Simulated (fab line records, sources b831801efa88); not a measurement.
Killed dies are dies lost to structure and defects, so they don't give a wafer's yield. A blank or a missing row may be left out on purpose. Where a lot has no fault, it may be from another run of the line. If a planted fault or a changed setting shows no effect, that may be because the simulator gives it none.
Which tool was responsible?    flow gf180mcu    36 wafers from 12 lots sampled at 2 of the route's 602 steps

== WHAT THE GAUGES READ, wafer by wafer ==
GF_M1_CD_MEAS_14: the cd target is 230 nm.
lot   measured      on         cd_nm (nm)
L075  day 17 04:52  cd_sem-01  230.9 230.1 229.8
L077  day 18 09:28  cd_sem-01  231.1 230.7 229.8
L079  day 19 03:25  cd_sem-02  230.5 231.6 231.0
L081  day 19 11:42  cd_sem-02  230.5 229.8 230.0
L083  day 20 11:02  cd_sem-01  232.2 231.4 231.4
L085  day 21 03:47  cd_sem-02  230.9 230.2 232.1
L087  day 22 03:10  cd_sem-01  229.6 229.5 230.4
L089  day 23 00:41  cd_sem-01  230.9 230.8 230.9
L091  day 23 13:36  cd_sem-02  229.9 230.7 229.2
L093  day 24 01:38  cd_sem-02  232.4 232.7 232.5
L095  day 24 17:17  cd_sem-02  231.1 232.1 232.9
L097  day 25 06:32  cd_sem-02  228.9 229.8 229.5

== WHAT TOOL EACH LOT RAN ON (gives the tool, then ch and the chambers of the sampled wafers, and finally the start) ==
lot   GF_CONTACT_CVD_02
L075  pecvd-04 ch 0,2, day 15 07:22
L077  pecvd-03 ch 0,1, day 16 08:27
L079  pecvd-04 ch 0,2, day 17 01:39
L081  pecvd-03 ch 0,1,2, day 17 09:54
L083  pecvd-03 ch 0,1,2, day 18 07:57
L085  pecvd-04 ch 0,1,2, day 19 01:30
L087  pecvd-04 ch 0,1, day 20 01:37
L089  pecvd-03 ch 0,1,2, day 21 00:13
L091  pecvd-01 ch 0,1,2, day 21 13:43
L093  pecvd-04 ch 0,1,2, day 22 01:56
L095  pecvd-01 ch 0,1, day 22 17:24
L097  pecvd-01 ch 0,1,2, day 23 07:26
- GF_CONTACT_CVD_02: deposits SiO2 from TEOS, target thk 860 nm, time 95.992 s.

== THE ANSWER, worked out from the rows above alone ==
Rule: what is usual is taken from the lots themselves. The widest of any qualifying gaps counts: lots, ordered by their means at a reading, are off when they make up no more than a third of the lots, leave a main group of 4 or more, and stand apart from it by 3 or more times the standard deviation of that group's means. A main group is skipped when, at the precision printed for the reading in the tables above, its means are all equal. Also off: a lot with no number at a reading for which 4 or more lots have one. Where the step has rows for the other lots, those lots are counted as sound.
None of the lots is off at any reading shown; this tells nothing.

== WHAT THE SIMULATOR HAD PUT IN ==
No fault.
